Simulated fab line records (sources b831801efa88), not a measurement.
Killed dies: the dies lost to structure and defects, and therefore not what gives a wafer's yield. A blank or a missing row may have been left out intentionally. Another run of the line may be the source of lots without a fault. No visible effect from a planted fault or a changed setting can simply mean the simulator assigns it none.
Which tool did it? || flow gf180mcu || 72 wafers from 24 lots sampled at 6 of the route's 602 steps

WHAT THE GAUGES READ, wafer by wafer
GF_SALICIDE_THK_MEAS_05: measures by xrf. Usual: for SALICIDE_TIN_THK the level is 20.32 nm and the standard deviation is 0.19.
{"lot": "L074", "measured": "day 14 21:56", "on": "filmMetro-01", "SALICIDE_TIN_THK (nm)": "20.35 20.31 20.35", "flag": ""}
{"lot": "L075", "measured": "day 15 07:32", "on": "filmMetro-02", "SALICIDE_TIN_THK (nm)": "20.53 20.52 20.47", "flag": ""}
{"lot": "L076", "measured": "day 15 17:28", "on": "filmMetro-02", "SALICIDE_TIN_THK (nm)": "20.11 20.10 20.21", "flag": ""}
{"lot": "L077", "measured": "day 16 05:32", "on": "filmMetro-01", "SALICIDE_TIN_THK (nm)": "20.62 20.56 20.67", "flag": ""}
{"lot": "L078", "measured": "day 16 14:39", "on": "filmMetro-01", "SALICIDE_TIN_THK (nm)": "20.30 19.85 20.10", "flag": ""}
{"lot": "L079", "measured": "day 17 05:41", "on": "filmMetro-02", "SALICIDE_TIN_THK (nm)": "20.36 20.45 20.24", "flag": ""}
{"lot": "L080", "measured": "day 17 14:06", "on": "filmMetro-02", "SALICIDE_TIN_THK (nm)": "20.37 20.49 20.53", "flag": ""}
{"lot": "L081", "measured": "day 17 21:37", "on": "filmMetro-01", "SALICIDE_TIN_THK (nm)": "20.46 20.30 20.33", "flag": ""}
{"lot": "L082", "measured": "day 18 14:00", "on": "filmMetro-02", "SALICIDE_TIN_THK (nm)": "20.57 20.31 20.46", "flag": ""}
{"lot": "L083", "measured": "day 18 22:19", "on": "filmMetro-02", "SALICIDE_TIN_THK (nm)": "20.09 19.95 20.10", "flag": ""}
{"lot": "L084", "measured": "day 18 23:34", "on": "filmMetro-01", "SALICIDE_TIN_THK (nm)": "20.32 20.23 20.29", "flag": ""}
{"lot": "L085", "measured": "day 19 04:05", "on": "filmMetro-04", "SALICIDE_TIN_THK (nm)": "20.27 20.36 20.12", "flag": ""}
{"lot": "L086", "measured": "day 19 12:32", "on": "filmMetro-01", "SALICIDE_TIN_THK (nm)": "19.98 19.90 20.05", "flag": ""}
{"lot": "L087", "measured": "day 19 21:50", "on": "filmMetro-02", "SALICIDE_TIN_THK (nm)": "20.29 20.41 20.23", "flag": ""}
{"lot": "L088", "measured": "day 20 10:53", "on": "filmMetro-02", "SALICIDE_TIN_THK (nm)": "20.35 20.39 20.32", "flag": ""}
{"lot": "L089", "measured": "day 20 15:54", "on": "filmMetro-02", "SALICIDE_TIN_THK (nm)": "20.33 20.23 20.32", "flag": ""}
{"lot": "L090", "measured": "day 20 22:04", "on": "filmMetro-02", "SALICIDE_TIN_THK (nm)": "20.50 20.74 20.62", "flag": ""}
{"lot": "L091", "measured": "day 21 05:12", "on": "filmMetro-01", "SALICIDE_TIN_THK (nm)": "20.31 20.22 20.34", "flag": ""}
{"lot": "L092", "measured": "day 21 14:59", "on": "filmMetro-01", "SALICIDE_TIN_THK (nm)": "20.38 20.37 20.17", "flag": ""}
{"lot": "L093", "measured": "day 21 23:20", "on": "filmMetro-01", "SALICIDE_TIN_THK (nm)": "20.52 20.48 20.48", "flag": ""}
{"lot": "L094", "measured": "day 22 05:05", "on": "filmMetro-02", "SALICIDE_TIN_THK (nm)": "20.53 20.25 20.34", "flag": ""}
{"lot": "L095", "measured": "day 22 21:53", "on": "filmMetro-02", "SALICIDE_TIN_THK (nm)": "19.91 20.17 20.17", "flag": ""}
{"lot": "L096", "measured": "day 23 03:05", "on": "filmMetro-01", "SALICIDE_TIN_THK (nm)": "20.22 20.33 20.26", "flag": ""}
{"lot": "L097", "measured": "day 23 07:59", "on": "filmMetro-02", "SALICIDE_TIN_THK (nm)": "20.24 20.57 20.32", "flag": ""}

GF_PASSIVATION_THK_MEAS_03. Usual: for PASSIVATION_CVD_02_THK the level is 699 nm and the standard deviation is 9.2.
{"lot": "L074", "measured": "day 27 23:53", "on": "filmMetro-03", "PASSIVATION_CVD_02_THK (nm)": "697 718 718", "flag": ""}
{"lot": "L075", "measured": "day 28 07:11", "on": "filmMetro-01", "PASSIVATION_CVD_02_THK (nm)": "697 720 714", "flag": ""}
{"lot": "L076", "measured": "day 28 14:52", "on": "filmMetro-03", "PASSIVATION_CVD_02_THK (nm)": "702 703 711", "flag": ""}
{"lot": "L077", "measured": "day 29 02:09", "on": "filmMetro-01", "PASSIVATION_CVD_02_THK (nm)": "698 685 694", "flag": ""}
{"lot": "L078", "measured": "day 29 11:35", "on": "filmMetro-03", "PASSIVATION_CVD_02_THK (nm)": "695 698 711", "flag": ""}
{"lot": "L079", "measured": "day 30 00:14", "on": "filmMetro-01", "PASSIVATION_CVD_02_THK (nm)": "699 697 706", "flag": ""}
{"lot": "L080", "measured": "day 30 09:13", "on": "filmMetro-03", "PASSIVATION_CVD_02_THK (nm)": "693 702 705", "flag": ""}
{"lot": "L081", "measured": "day 30 11:56", "on": "filmMetro-02", "PASSIVATION_CVD_02_THK (nm)": "702 712 701", "flag": ""}
{"lot": "L082", "measured": "day 31 03:45", "on": "filmMetro-02", "PASSIVATION_CVD_02_THK (nm)": "696 694 709", "flag": ""}
{"lot": "L083", "measured": "day 31 07:35", "on": "filmMetro-01", "PASSIVATION_CVD_02_THK (nm)": "698 724 719", "flag": ""}
{"lot": "L084", "measured": "day 31 07:51", "on": "filmMetro-01", "PASSIVATION_CVD_02_THK (nm)": "687 696 699", "flag": ""}
{"lot": "L085", "measured": "day 31 11:46", "on": "filmMetro-01", "PASSIVATION_CVD_02_THK (nm)": "699 692 706", "flag": ""}
{"lot": "L086", "measured": "day 31 17:33", "on": "filmMetro-01", "PASSIVATION_CVD_02_THK (nm)": "689 706 715", "flag": ""}
{"lot": "L087", "measured": "day 32 00:57", "on": "filmMetro-01", "PASSIVATION_CVD_02_THK (nm)": "693 701 712", "flag": ""}
{"lot": "L088", "measured": "day 32 06:25", "on": "filmMetro-01", "PASSIVATION_CVD_02_THK (nm)": "691 687 700", "flag": ""}
{"lot": "L089", "measured": "day 32 14:01", "on": "filmMetro-03", "PASSIVATION_CVD_02_THK (nm)": "691 700 709", "flag": ""}
{"lot": "L090", "measured": "day 32 15:51", "on": "filmMetro-03", "PASSIVATION_CVD_02_THK (nm)": "695 704 710", "flag": ""}
{"lot": "L091", "measured": "day 32 22:51", "on": "filmMetro-01", "PASSIVATION_CVD_02_THK (nm)": "695 690 700", "flag": ""}
{"lot": "L092", "measured": "day 33 03:11", "on": "filmMetro-01", "PASSIVATION_CVD_02_THK (nm)": "686 690 705", "flag": ""}
{"lot": "L093", "measured": "day 33 11:57", "on": "filmMetro-03", "PASSIVATION_CVD_02_THK (nm)": "691 680 707", "flag": ""}
{"lot": "L094", "measured": "day 33 16:55", "on": "filmMetro-02", "PASSIVATION_CVD_02_THK (nm)": "691 699 707", "flag": ""}
{"lot": "L095", "measured": "day 34 07:42", "on": "filmMetro-01", "PASSIVATION_CVD_02_THK (nm)": "691 711 704", "flag": ""}
{"lot": "L096", "measured": "day 34 06:50", "on": "filmMetro-02", "PASSIVATION_CVD_02_THK (nm)": "698 700 696", "flag": ""}
{"lot": "L097", "measured": "day 34 07:52", "on": "filmMetro-01", "PASSIVATION_CVD_02_THK (nm)": "674 692 685", "flag": ""}

WHICH TOOL RAN EACH LOT (tool, then ch and the chambers of the sampled wafers, then the start)
{"lot": "L074", "GF_PSD_RTA_13": "rtpAnneal-02 ch 0, day 13 23:58", "GF_M2_METAL_ETCH_16": "rieMetal-04 ch 0, day 18 23:20", "GF_MIM_SPUTTER_00": "pvdSputter-03, day 24 06:18", "GF_V5_SPUTTER_21": "pvdSputter-01, day 27 01:41"}
{"lot": "L075", "GF_PSD_RTA_13": "rtpAnneal-01 ch 0, day 14 09:40", "GF_M2_METAL_ETCH_16": "rieMetal-03 ch 0,1, day 19 09:11", "GF_MIM_SPUTTER_00": "pvdSputter-02, day 24 16:08", "GF_V5_SPUTTER_21": "pvdSputter-04, day 27 09:46"}
{"lot": "L076", "GF_PSD_RTA_13": "rtpAnneal-01 ch 0, day 14 19:16", "GF_M2_METAL_ETCH_16": "rieMetal-02 ch 0,1, day 19 19:37", "GF_MIM_SPUTTER_00": "pvdSputter-02, day 25 01:17", "GF_V5_SPUTTER_21": "pvdSputter-02, day 27 16:52"}
{"lot": "L077", "GF_PSD_RTA_13": "rtpAnneal-01 ch 0, day 15 06:56", "GF_M2_METAL_ETCH_16": "rieMetal-03 ch 1, day 20 11:12", "GF_MIM_SPUTTER_00": "pvdSputter-03, day 25 13:05", "GF_V5_SPUTTER_21": "pvdSputter-01, day 28 04:42"}
{"lot": "L078", "GF_PSD_RTA_13": "rtpAnneal-02 ch 0, day 15 16:25", "GF_M2_METAL_ETCH_16": "rieMetal-02 ch 1, day 20 20:43", "GF_MIM_SPUTTER_00": "pvdSputter-01, day 25 23:56", "GF_V5_SPUTTER_21": "pvdSputter-01, day 28 14:04"}
{"lot": "L079", "GF_PSD_RTA_13": "rtpAnneal-01 ch 0, day 16 06:06", "GF_M2_METAL_ETCH_16": "rieMetal-04 ch 0,1, day 21 10:34", "GF_MIM_SPUTTER_00": "pvdSputter-03, day 26 10:19", "GF_V5_SPUTTER_21": "pvdSputter-02, day 29 01:41"}
{"lot": "L080", "GF_PSD_RTA_13": "rtpAnneal-02 ch 0, day 16 14:11", "GF_M2_METAL_ETCH_16": "rieMetal-04 ch 0,1, day 21 20:52", "GF_MIM_SPUTTER_00": "pvdSputter-01, day 26 20:37", "GF_V5_SPUTTER_21": "pvdSputter-04, day 29 10:25"}
{"lot": "L081", "GF_PSD_RTA_13": "rtpAnneal-02 ch 0, day 16 21:13", "GF_M2_METAL_ETCH_16": "rieMetal-03 ch 0,1, day 22 04:01", "GF_MIM_SPUTTER_00": "pvdSputter-01, day 27 02:26", "GF_V5_SPUTTER_21": "pvdSputter-04, day 29 15:31"}
{"lot": "L082", "GF_PSD_RTA_13": "rtpAnneal-01 ch 0, day 17 13:17", "GF_M2_METAL_ETCH_16": "rieMetal-03 ch 1, day 22 21:13", "GF_MIM_SPUTTER_00": "pvdSputter-03, day 27 17:18", "GF_V5_SPUTTER_21": "pvdSputter-01, day 30 08:28"}
{"lot": "L083", "GF_PSD_RTA_13": "rtpAnneal-02 ch 0, day 17 21:36", "GF_M2_METAL_ETCH_16": "rieMetal-03 ch 1, day 23 02:46", "GF_MIM_SPUTTER_00": "pvdSputter-02, day 27 23:38", "GF_V5_SPUTTER_21": "pvdSputter-02, day 30 11:07"}
{"lot": "L084", "GF_PSD_RTA_13": "rtpAnneal-01 ch 0, day 17 22:30", "GF_M2_METAL_ETCH_16": "rieMetal-04 ch 0,1, day 23 03:30", "GF_MIM_SPUTTER_00": "pvdSputter-03, day 28 00:08", "GF_V5_SPUTTER_21": "pvdSputter-02, day 30 11:25"}
{"lot": "L085", "GF_PSD_RTA_13": "rtpAnneal-02 ch 0, day 18 02:56", "GF_M2_METAL_ETCH_16": "rieMetal-03 ch 0,1, day 23 10:38", "GF_MIM_SPUTTER_00": "pvdSputter-03, day 28 03:44", "GF_V5_SPUTTER_21": "pvdSputter-02, day 30 15:34"}
{"lot": "L086", "GF_PSD_RTA_13": "rtpAnneal-01 ch 0, day 18 11:37", "GF_M2_METAL_ETCH_16": "rieMetal-04 ch 0,1, day 23 16:52", "GF_MIM_SPUTTER_00": "pvdSputter-02, day 28 10:01", "GF_V5_SPUTTER_21": "pvdSputter-01, day 30 21:06"}
{"lot": "L087", "GF_PSD_RTA_13": "rtpAnneal-02 ch 0, day 18 20:09", "GF_M2_METAL_ETCH_16": "rieMetal-03 ch 0,1, day 24 01:43", "GF_MIM_SPUTTER_00": "pvdSputter-01, day 28 18:57", "GF_V5_SPUTTER_21": "pvdSputter-02, day 31 05:14"}
{"lot": "L088", "GF_PSD_RTA_13": "rtpAnneal-02 ch 0, day 19 08:56", "GF_M2_METAL_ETCH_16": "rieMetal-02 ch 0,1, day 24 12:34", "GF_MIM_SPUTTER_00": "pvdSputter-01, day 29 03:30", "GF_V5_SPUTTER_21": "pvdSputter-01, day 31 10:57"}
{"lot": "L089", "GF_PSD_RTA_13": "rtpAnneal-02 ch 0, day 19 14:34", "GF_M2_METAL_ETCH_16": "rieMetal-02 ch 0,1, day 24 17:49", "GF_MIM_SPUTTER_00": "pvdSputter-01, day 29 10:23", "GF_V5_SPUTTER_21": "pvdSputter-04, day 31 19:10"}
{"lot": "L090", "GF_PSD_RTA_13": "rtpAnneal-01 ch 0, day 19 20:50", "GF_M2_METAL_ETCH_16": "rieMetal-04 ch 0,1, day 25 01:26", "GF_MIM_SPUTTER_00": "pvdSputter-02, day 29 14:46", "GF_V5_SPUTTER_21": "pvdSputter-01, day 31 21:41"}
{"lot": "L091", "GF_PSD_RTA_13": "rtpAnneal-02 ch 0, day 20 04:05", "GF_M2_METAL_ETCH_16": "rieMetal-03 ch 1, day 25 05:28", "GF_MIM_SPUTTER_00": "pvdSputter-02, day 29 18:53", "GF_V5_SPUTTER_21": "pvdSputter-01, day 32 04:45"}
{"lot": "L092", "GF_PSD_RTA_13": "rtpAnneal-02 ch 0, day 20 14:44", "GF_M2_METAL_ETCH_16": "rieMetal-02 ch 0,1, day 25 14:00", "GF_MIM_SPUTTER_00": "pvdSputter-02, day 30 01:29", "GF_V5_SPUTTER_21": "pvdSputter-04, day 32 09:04"}
{"lot": "L093", "GF_PSD_RTA_13": "rtpAnneal-02 ch 0, day 20 22:55", "GF_M2_METAL_ETCH_16": "rieMetal-03 ch 0,1, day 25 23:36", "GF_MIM_SPUTTER_00": "pvdSputter-01, day 30 10:55", "GF_V5_SPUTTER_21": "pvdSputter-04, day 32 17:34"}
{"lot": "L094", "GF_PSD_RTA_13": "rtpAnneal-02 ch 0, day 21 04:48", "GF_M2_METAL_ETCH_16": "rieMetal-03 ch 0,1, day 26 04:25", "GF_MIM_SPUTTER_00": "pvdSputter-03, day 30 16:07", "GF_V5_SPUTTER_21": "pvdSputter-01, day 32 22:28"}
{"lot": "L095", "GF_PSD_RTA_13": "rtpAnneal-01 ch 0, day 21 20:53", "GF_M2_METAL_ETCH_16": "rieMetal-02 ch 1, day 26 23:44", "GF_MIM_SPUTTER_00": "pvdSputter-02, day 31 09:01", "GF_V5_SPUTTER_21": "pvdSputter-02, day 33 14:19"}
{"lot": "L096", "GF_PSD_RTA_13": "rtpAnneal-02 ch 0, day 22 02:59", "GF_M2_METAL_ETCH_16": "rieMetal-04 ch 0,1, day 27 00:03", "GF_MIM_SPUTTER_00": "pvdSputter-02, day 31 08:26", "GF_V5_SPUTTER_21": "pvdSputter-04, day 33 13:49"}
{"lot": "L097", "GF_PSD_RTA_13": "rtpAnneal-02 ch 0, day 22 08:07", "GF_M2_METAL_ETCH_16": "rieMetal-03 ch 0,1, day 27 03:49", "GF_MIM_SPUTTER_00": "pvdSputter-03, day 31 11:21", "GF_V5_SPUTTER_21": "pvdSputter-02, day 33 14:45"}
- GF_PSD_RTA_13: time 20 s.
- GF_M2_METAL_ETCH_16: etches the open film in Cl2/BCl3, stops on SiO2, target depth 627.5 nm, time 104.6 s.
- GF_MIM_SPUTTER_00: material Ti, target thk 37.5 nm, time 150 s.
- GF_V5_SPUTTER_21: material Ti, target thk 15 nm, time 80.02 s.

WHAT THE TOOLS THEMSELVES READ (means of the sampled wafers that have a number; where no wafer has one, the mark that the record gives instead)
GF_PSD_RTA_13. Usual: annealTempCMax 1030.3, standard deviation 2.3; lampPowerPct 36 %, standard deviation 3; wafer_temp_C_max 1030.9, standard deviation 1.1.
{"lot": "L074", "tool": "rtpAnneal-02", "annealTempCMax": 1028.7, "lampPowerPct (%)": 39, "wafer_temp_C_max": 1030.7, "flag": ""}
{"lot": "L075", "tool": "rtpAnneal-01", "annealTempCMax": 1032.2, "lampPowerPct (%)": 32, "wafer_temp_C_max": 1032.1, "flag": ""}
{"lot": "L076", "tool": "rtpAnneal-01", "annealTempCMax": 1033.2, "lampPowerPct (%)": 32, "wafer_temp_C_max": 1030.5, "flag": ""}
{"lot": "L077", "tool": "rtpAnneal-01", "annealTempCMax": 1033.0, "lampPowerPct (%)": 32, "wafer_temp_C_max": 1031.0, "flag": ""}
{"lot": "L078", "tool": "rtpAnneal-02", "annealTempCMax": 1028.4, "lampPowerPct (%)": 39, "wafer_temp_C_max": 1030.4, "flag": ""}
{"lot": "L079", "tool": "rtpAnneal-01", "annealTempCMax": 1033.1, "lampPowerPct (%)": 32, "wafer_temp_C_max": 1031.2, "flag": ""}
{"lot": "L080", "tool": "rtpAnneal-02", "annealTempCMax": 1028.1, "lampPowerPct (%)": 39, "wafer_temp_C_max": 1031.6, "flag": ""}
{"lot": "L081", "tool": "rtpAnneal-02", "annealTempCMax": 1028.6, "lampPowerPct (%)": 39, "wafer_temp_C_max": 1030.2, "flag": ""}
{"lot": "L082", "tool": "rtpAnneal-01", "annealTempCMax": 1033.7, "lampPowerPct (%)": 32, "wafer_temp_C_max": 1032.0, "flag": ""}
{"lot": "L083", "tool": "rtpAnneal-02", "annealTempCMax": 1028.3, "lampPowerPct (%)": 39, "wafer_temp_C_max": 1030.6, "flag": ""}
{"lot": "L084", "tool": "rtpAnneal-01", "annealTempCMax": 1031.6, "lampPowerPct (%)": 32, "wafer_temp_C_max": 1031.0, "flag": ""}
{"lot": "L085", "tool": "rtpAnneal-02", "annealTempCMax": 1028.6, "lampPowerPct (%)": 39, "wafer_temp_C_max": 1029.9, "flag": ""}
{"lot": "L086", "tool": "rtpAnneal-01", "annealTempCMax": 1032.3, "lampPowerPct (%)": 32, "wafer_temp_C_max": 1031.8, "flag": ""}
{"lot": "L087", "tool": "rtpAnneal-02", "annealTempCMax": 1028.4, "lampPowerPct (%)": 39, "wafer_temp_C_max": 1029.7, "flag": ""}
{"lot": "L088", "tool": "rtpAnneal-02", "annealTempCMax": 1028.9, "lampPowerPct (%)": 39, "wafer_temp_C_max": 1031.2, "flag": ""}
{"lot": "L089", "tool": "rtpAnneal-02", "annealTempCMax": 1028.2, "lampPowerPct (%)": 39, "wafer_temp_C_max": 1030.6, "flag": ""}
{"lot": "L090", "tool": "rtpAnneal-01", "annealTempCMax": 1033.4, "lampPowerPct (%)": 32, "wafer_temp_C_max": 1031.3, "flag": ""}
{"lot": "L091", "tool": "rtpAnneal-02", "annealTempCMax": 1027.7, "lampPowerPct (%)": 39, "wafer_temp_C_max": 1030.5, "flag": ""}
{"lot": "L092", "tool": "rtpAnneal-02", "annealTempCMax": 1029.1, "lampPowerPct (%)": 39, "wafer_temp_C_max": 1031.4, "flag": ""}
{"lot": "L093", "tool": "rtpAnneal-02", "annealTempCMax": 1028.7, "lampPowerPct (%)": 39, "wafer_temp_C_max": 1030.8, "flag": ""}
{"lot": "L094", "tool": "rtpAnneal-02", "annealTempCMax": 1028.1, "lampPowerPct (%)": 39, "wafer_temp_C_max": 1030.6, "flag": ""}
{"lot": "L095", "tool": "rtpAnneal-01", "annealTempCMax": 1032.7, "lampPowerPct (%)": 32, "wafer_temp_C_max": 1030.4, "flag": ""}
{"lot": "L096", "tool": "rtpAnneal-02", "annealTempCMax": 1028.5, "lampPowerPct (%)": 39, "wafer_temp_C_max": 1032.2, "flag": ""}
{"lot": "L097", "tool": "rtpAnneal-02", "annealTempCMax": 1029.0, "lampPowerPct (%)": 39, "wafer_temp_C_max": 1030.9, "flag": ""}

GF_M2_METAL_ETCH_16. Usual: drypumpMotorCurrentA 5.7 A, standard deviation 0.3; mfcCl2Sccm 80.01 sccm, standard deviation 0.28; oesProductAu 0.969 a.u., standard deviation 0.0059; throttleValvePct 28.254 %, standard deviation 0.01.
{"lot": "L074", "tool": "rieMetal-04", "drypumpMotorCurrentA (A)": 6.2, "mfcCl2Sccm (sccm)": 80.29, "oesProductAu (a.u.)": 0.977, "throttleValvePct (%)": 28.243, "flag": ""}
{"lot": "L075", "tool": "rieMetal-03", "drypumpMotorCurrentA (A)": 5.5, "mfcCl2Sccm (sccm)": 80.06, "oesProductAu (a.u.)": 0.968, "throttleValvePct (%)": 28.257, "flag": ""}
{"lot": "L076", "tool": "rieMetal-02", "drypumpMotorCurrentA (A)": 5.6, "mfcCl2Sccm (sccm)": 80.14, "oesProductAu (a.u.)": 0.963, "throttleValvePct (%)": 28.260, "flag": ""}
{"lot": "L077", "tool": "rieMetal-03", "drypumpMotorCurrentA (A)": 5.8, "mfcCl2Sccm (sccm)": 79.84, "oesProductAu (a.u.)": 0.973, "throttleValvePct (%)": 28.238, "flag": ""}
{"lot": "L078", "tool": "rieMetal-02", "drypumpMotorCurrentA (A)": 5.6, "mfcCl2Sccm (sccm)": 80.14, "oesProductAu (a.u.)": 0.965, "throttleValvePct (%)": 28.251, "flag": ""}
{"lot": "L079", "tool": "rieMetal-04", "drypumpMotorCurrentA (A)": 5.6, "mfcCl2Sccm (sccm)": 79.71, "oesProductAu (a.u.)": 0.968, "throttleValvePct (%)": 28.261, "flag": ""}
{"lot": "L080", "tool": "rieMetal-04", "drypumpMotorCurrentA (A)": 5.6, "mfcCl2Sccm (sccm)": 80.39, "oesProductAu (a.u.)": 0.970, "throttleValvePct (%)": 28.262, "flag": ""}
{"lot": "L081", "tool": "rieMetal-03", "drypumpMotorCurrentA (A)": 5.5, "mfcCl2Sccm (sccm)": 79.84, "oesProductAu (a.u.)": 0.967, "throttleValvePct (%)": 28.249, "flag": ""}
{"lot": "L082", "tool": "rieMetal-03", "drypumpMotorCurrentA (A)": 5.9, "mfcCl2Sccm (sccm)": 80.06, "oesProductAu (a.u.)": 0.974, "throttleValvePct (%)": 28.251, "flag": ""}
{"lot": "L083", "tool": "rieMetal-03", "drypumpMotorCurrentA (A)": 5.8, "mfcCl2Sccm (sccm)": 80.12, "oesProductAu (a.u.)": 0.964, "throttleValvePct (%)": 28.258, "flag": ""}
{"lot": "L084", "tool": "rieMetal-04", "drypumpMotorCurrentA (A)": 5.6, "mfcCl2Sccm (sccm)": 80.20, "oesProductAu (a.u.)": 0.969, "throttleValvePct (%)": 28.252, "flag": ""}
{"lot": "L085", "tool": "rieMetal-03", "drypumpMotorCurrentA (A)": 5.6, "mfcCl2Sccm (sccm)": 80.02, "oesProductAu (a.u.)": 0.971, "throttleValvePct (%)": 28.248, "flag": ""}
{"lot": "L086", "tool": "rieMetal-04", "drypumpMotorCurrentA (A)": 5.9, "mfcCl2Sccm (sccm)": 80.09, "oesProductAu (a.u.)": 0.974, "throttleValvePct (%)": 28.254, "flag": ""}
{"lot": "L087", "tool": "rieMetal-03", "drypumpMotorCurrentA (A)": 5.7, "mfcCl2Sccm (sccm)": 79.72, "oesProductAu (a.u.)": 0.968, "throttleValvePct (%)": 28.251, "flag": ""}
{"lot": "L088", "tool": "rieMetal-02", "drypumpMotorCurrentA (A)": 5.6, "mfcCl2Sccm (sccm)": 79.73, "oesProductAu (a.u.)": 0.970, "throttleValvePct (%)": 28.258, "flag": ""}
{"lot": "L089", "tool": "rieMetal-02", "drypumpMotorCurrentA (A)": 5.6, "mfcCl2Sccm (sccm)": 80.09, "oesProductAu (a.u.)": 0.966, "throttleValvePct (%)": 28.251, "flag": ""}
{"lot": "L090", "tool": "rieMetal-04", "drypumpMotorCurrentA (A)": 5.9, "mfcCl2Sccm (sccm)": 79.98, "oesProductAu (a.u.)": 0.968, "throttleValvePct (%)": 28.248, "flag": ""}
{"lot": "L091", "tool": "rieMetal-03", "drypumpMotorCurrentA (A)": 5.8, "mfcCl2Sccm (sccm)": 79.94, "oesProductAu (a.u.)": 0.965, "throttleValvePct (%)": 28.262, "flag": ""}
{"lot": "L092", "tool": "rieMetal-02", "drypumpMotorCurrentA (A)": 5.6, "mfcCl2Sccm (sccm)": 80.26, "oesProductAu (a.u.)": 0.979, "throttleValvePct (%)": 28.258, "flag": ""}
{"lot": "L093", "tool": "rieMetal-03", "drypumpMotorCurrentA (A)": 5.7, "mfcCl2Sccm (sccm)": 80.10, "oesProductAu (a.u.)": 0.971, "throttleValvePct (%)": 28.260, "flag": ""}
{"lot": "L094", "tool": "rieMetal-03", "drypumpMotorCurrentA (A)": 5.5, "mfcCl2Sccm (sccm)": 80.17, "oesProductAu (a.u.)": 0.969, "throttleValvePct (%)": 28.256, "flag": ""}
{"lot": "L095", "tool": "rieMetal-02", "drypumpMotorCurrentA (A)": 5.6, "mfcCl2Sccm (sccm)": 79.83, "oesProductAu (a.u.)": 0.976, "throttleValvePct (%)": 28.247, "flag": ""}
{"lot": "L096", "tool": "rieMetal-04", "drypumpMotorCurrentA (A)": 5.6, "mfcCl2Sccm (sccm)": 79.94, "oesProductAu (a.u.)": 0.969, "throttleValvePct (%)": 28.264, "flag": ""}
{"lot": "L097", "tool": "rieMetal-03", "drypumpMotorCurrentA (A)": 5.6, "mfcCl2Sccm (sccm)": 79.78, "oesProductAu (a.u.)": 0.964, "throttleValvePct (%)": 28.255, "flag": ""}

GF_MIM_SPUTTER_00. Usual: throttleValvePct 30.1 %, standard deviation 1.
{"lot": "L074", "tool": "pvdSputter-03", "throttleValvePct (%)": 29.7, "flag": ""}
{"lot": "L075", "tool": "pvdSputter-02", "throttleValvePct (%)": 30.4, "flag": ""}
{"lot": "L076", "tool": "pvdSputter-02", "throttleValvePct (%)": 30.6, "flag": ""}
{"lot": "L077", "tool": "pvdSputter-03", "throttleValvePct (%)": 30.2, "flag": ""}
{"lot": "L078", "tool": "pvdSputter-01", "throttleValvePct (%)": 30.2, "flag": ""}
{"lot": "L079", "tool": "pvdSputter-03", "throttleValvePct (%)": 30.2, "flag": ""}
{"lot": "L080", "tool": "pvdSputter-01", "throttleValvePct (%)": 30.5, "flag": ""}
{"lot": "L081", "tool": "pvdSputter-01", "throttleValvePct (%)": 30.1, "flag": ""}
{"lot": "L082", "tool": "pvdSputter-03", "throttleValvePct (%)": 30.2, "flag": ""}
{"lot": "L083", "tool": "pvdSputter-02", "throttleValvePct (%)": 30.5, "flag": ""}
{"lot": "L084", "tool": "pvdSputter-03", "throttleValvePct (%)": 30.1, "flag": ""}
{"lot": "L085", "tool": "pvdSputter-03", "throttleValvePct (%)": 29.6, "flag": ""}
{"lot": "L086", "tool": "pvdSputter-02", "throttleValvePct (%)": 30.8, "flag": ""}
{"lot": "L087", "tool": "pvdSputter-01", "throttleValvePct (%)": 30.4, "flag": ""}
{"lot": "L088", "tool": "pvdSputter-01", "throttleValvePct (%)": 31.3, "flag": ""}
{"lot": "L089", "tool": "pvdSputter-01", "throttleValvePct (%)": 30.4, "flag": ""}
{"lot": "L090", "tool": "pvdSputter-02", "throttleValvePct (%)": 29.0, "flag": ""}
{"lot": "L091", "tool": "pvdSputter-02", "throttleValvePct (%)": 29.8, "flag": ""}
{"lot": "L092", "tool": "pvdSputter-02", "throttleValvePct (%)": 30.2, "flag": ""}
{"lot": "L093", "tool": "pvdSputter-01", "throttleValvePct (%)": 29.5, "flag": ""}
{"lot": "L094", "tool": "pvdSputter-03", "throttleValvePct (%)": 30.2, "flag": ""}
{"lot": "L095", "tool": "pvdSputter-02", "throttleValvePct (%)": 29.7, "flag": ""}
{"lot": "L096", "tool": "pvdSputter-02", "throttleValvePct (%)": 31.2, "flag": ""}
{"lot": "L097", "tool": "pvdSputter-03", "throttleValvePct (%)": 29.6, "flag": ""}

GF_V5_SPUTTER_21. Usual: throttleValvePct 30.3 %, standard deviation 1.
{"lot": "L074", "tool": "pvdSputter-01", "throttleValvePct (%)": 30.4, "flag": ""}
{"lot": "L075", "tool": "pvdSputter-04", "throttleValvePct (%)": 30.6, "flag": ""}
{"lot": "L076", "tool": "pvdSputter-02", "throttleValvePct (%)": 29.6, "flag": ""}
{"lot": "L077", "tool": "pvdSputter-01", "throttleValvePct (%)": 30.3, "flag": ""}
{"lot": "L078", "tool": "pvdSputter-01", "throttleValvePct (%)": 29.3, "flag": ""}
{"lot": "L079", "tool": "pvdSputter-02", "throttleValvePct (%)": 31.0, "flag": ""}
{"lot": "L080", "tool": "pvdSputter-04", "throttleValvePct (%)": 31.0, "flag": ""}
{"lot": "L081", "tool": "pvdSputter-04", "throttleValvePct (%)": 30.7, "flag": ""}
{"lot": "L082", "tool": "pvdSputter-01", "throttleValvePct (%)": 30.6, "flag": ""}
{"lot": "L083", "tool": "pvdSputter-02", "throttleValvePct (%)": 30.2, "flag": ""}
{"lot": "L084", "tool": "pvdSputter-02", "throttleValvePct (%)": 29.8, "flag": ""}
{"lot": "L085", "tool": "pvdSputter-02", "throttleValvePct (%)": 29.0, "flag": ""}
{"lot": "L086", "tool": "pvdSputter-01", "throttleValvePct (%)": 30.2, "flag": ""}
{"lot": "L087", "tool": "pvdSputter-02", "throttleValvePct (%)": 30.8, "flag": ""}
{"lot": "L088", "tool": "pvdSputter-01", "throttleValvePct (%)": 29.9, "flag": ""}
{"lot": "L089", "tool": "pvdSputter-04", "throttleValvePct (%)": 30.7, "flag": ""}
{"lot": "L090", "tool": "pvdSputter-01", "throttleValvePct (%)": 29.6, "flag": ""}
{"lot": "L091", "tool": "pvdSputter-01", "throttleValvePct (%)": 30.6, "flag": ""}
{"lot": "L092", "tool": "pvdSputter-04", "throttleValvePct (%)": 30.8, "flag": ""}
{"lot": "L093", "tool": "pvdSputter-04", "throttleValvePct (%)": 30.4, "flag": ""}
{"lot": "L094", "tool": "pvdSputter-01", "throttleValvePct (%)": 30.2, "flag": ""}
{"lot": "L095", "tool": "pvdSputter-02", "throttleValvePct (%)": 30.6, "flag": ""}
{"lot": "L096", "tool": "pvdSputter-04", "throttleValvePct (%)": 30.7, "flag": ""}
{"lot": "L097", "tool": "pvdSputter-02", "throttleValvePct (%)": 30.5, "flag": ""}

THE ANSWER, worked out from the rows above alone
Rule: a lot is off if the mean of its wafers that have a number lies more than 3 standard deviations from the usual mean. Also off: a lot with no number at a reading for which 4 or more lots have one. The other lots that the step has rows for count as sound. Order of review: gauges by route order, followed by the tools' own readings, for which a lot's mean as printed above is used. At the first step where some lot is off, the reading lying furthest off is the one used; lots without a number count as furthest.
Nothing can be told from this: no lot is off at any reading shown.

WHAT WAS PUT IN BY THE SIMULATOR
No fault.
